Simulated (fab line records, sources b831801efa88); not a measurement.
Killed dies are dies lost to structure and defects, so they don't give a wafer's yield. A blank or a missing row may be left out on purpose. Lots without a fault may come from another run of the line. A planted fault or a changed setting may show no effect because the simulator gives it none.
Chamber matching | flow gf180mcu | GF_PASSIVATION_CVD_00 on pecvd-02: 3 sister chambers
The step deposits SiO2 from TEOS, target thk 1000 nm, time 111.95 s. 14 wafers are shown with their chamber, then 7 later ones without.

WAFERS WITH THEIR CHAMBER
wafer  | chamber | run_length_s (s) | heater_power_w (W)
L525.1 | 1       | 139.0            | 681
L525.4 | 1       | 139.3            | 729
L525.6 | 2       | 139.9            | 609
L527.1 | 0       | 139.4            | 654
L527.2 | 1       | 138.8            | 688
L527.3 | 2       | 139.6            | 627
L528.1 | 1       | 138.9            | 693
L528.3 | 2       | 140.1            | 545
L528.6 | 1       | 139.1            | 729
L529.1 | 0       | 139.7            | 619
L529.2 | 1       | 138.7            | 773
L529.5 | 0       | 139.7            | 648
L531.2 | 1       | 139.2            | 755
L531.3 | 2       | 140.0            | 573

SIGNATURES (means of the wafers above)
reading        | chamber 0 | chamber 1 | chamber 2 | scatter within a chamber
run_length_s   | 139.600   | 139.000   | 139.900   | 0.209
heater_power_w | 640.33    | 721.14    | 588.50    | 33.3
Rule: a wafer's distance from a chamber is the root of the sum, over the readings, of the square of ((its reading less the chamber's mean) divided by the reading's scatter). The wafer belongs to the nearest chamber; if the next one is less than 2 further off, it can't be placed. The scatter: the root of (the sum of the squares of (reading less its chamber's mean) over the shown wafers, divided by (wafers less chambers)).

WAFERS WITHOUT THEIR CHAMBER
wafer  | run_length_s (s) | heater_power_w (W)
L531.5 | 139.5            | 600
L534.2 | 140.1            | 549
L534.3 | 139.7            | 568
L534.6 | 139.8            | 620
L544.1 | 139.8            | 742
L544.2 | 139.7            | 489
L544.4 | 139.2            | 628

WHICH CHAMBER EACH WENT THROUGH
wafer  | from the rows above          | in truth
L531.5 | can't be placed: 0 or 2      | 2
L534.2 | 2                            | 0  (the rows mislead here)
L534.3 | can't be placed: 2 or 0      | 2
L534.6 | can't be placed: 2 or 0      | 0
L544.1 | can't be placed: 0 or 1 or 2 | 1
L544.2 | can't be placed: 2 or 0      | 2
L544.4 | can't be placed: 0 or 1 or 2 | 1
Placed correctly: 0 of 7. Can't be placed from these rows: 6 (the true chamber is among the candidates in 6). Placed wrongly: 1.
